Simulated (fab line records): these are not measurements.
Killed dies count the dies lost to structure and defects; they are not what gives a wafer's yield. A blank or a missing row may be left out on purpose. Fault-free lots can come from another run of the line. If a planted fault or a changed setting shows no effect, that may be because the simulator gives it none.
Chamber matching + flow gf180mcu + GF_V2_CVD_02 on pecvd-03 has 3 sister chambers
The step deposits SiO2 from TEOS, target thk 850 nm, time 94.851 s. 16 wafers are shown with their chamber, then 8 later ones without.

## WAFERS PAIRED WITH THEIR CHAMBERS
| wafer  | chamber | heater power w (W) |
|--------|---------|--------------------|
| L608.2 | 0       | 570                |
| L608.3 | 2       | 778                |
| L608.4 | 2       | 635                |
| L612.4 | 0       | 669                |
| L612.5 | 2       | 795                |
| L612.6 | 1       | 592                |
| L622.2 | 2       | 773                |
| L622.4 | 1       | 616                |
| L622.6 | 2       | 625                |
| L623.3 | 0       | 594                |
| L623.4 | 0       | 643                |
| L623.5 | 1       | 624                |
| L624.1 | 2       | 792                |
| L624.3 | 0       | 668                |
| L624.4 | 0       | 683                |
| L625.2 | 2       | 738                |

SIGNATURES, as means of the wafers listed above
| reading        | chamber 0 | chamber 1 | chamber 2 | scatter within a chamber |
|----------------|-----------|-----------|-----------|--------------------------|
| heater power w | 637.83    | 610.67    | 733.71    | 57.7                     |
Rule: distance of a wafer from a chamber = root of the sum over the readings of ((wafer's reading minus chamber's mean) / reading's scatter) squared. If the next closest chamber is less than 2 further off than the closest, the wafer can't be placed; otherwise it belongs to the closest. The scatter: take each reading less its chamber's mean, square it, sum over the shown wafers, divide by the number of wafers less the number of chambers, and take the root.

## WAFERS WITHOUT THEIR CHAMBER
| wafer  | heater power w (W) |
|--------|--------------------|
| L625.3 | 633                |
| L625.6 | 734                |
| L627.2 | 664                |
| L627.3 | 773                |
| L627.5 | 633                |
| L630.1 | 786                |
| L630.3 | 620                |
| L630.6 | 713                |

## WHICH CHAMBER EACH WENT THROUGH
| wafer  | from the rows above          | in truth |
|--------|------------------------------|----------|
| L625.3 | can't be placed: 0 or 1 or 2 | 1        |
| L625.6 | can't be placed: 2 or 0      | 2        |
| L627.2 | can't be placed: 0 or 1 or 2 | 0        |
| L627.3 | can't be placed: 2 or 0      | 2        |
| L627.5 | can't be placed: 0 or 1 or 2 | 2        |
| L630.1 | can't be placed: 2 or 0      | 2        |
| L630.3 | can't be placed: 1 or 0 or 2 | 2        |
| L630.6 | can't be placed: 2 or 0 or 1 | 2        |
Correctly placed: 0 of 8. From these rows, 8 cannot be placed; in 8 the true chamber is one of the candidates. Placed wrongly: 0.
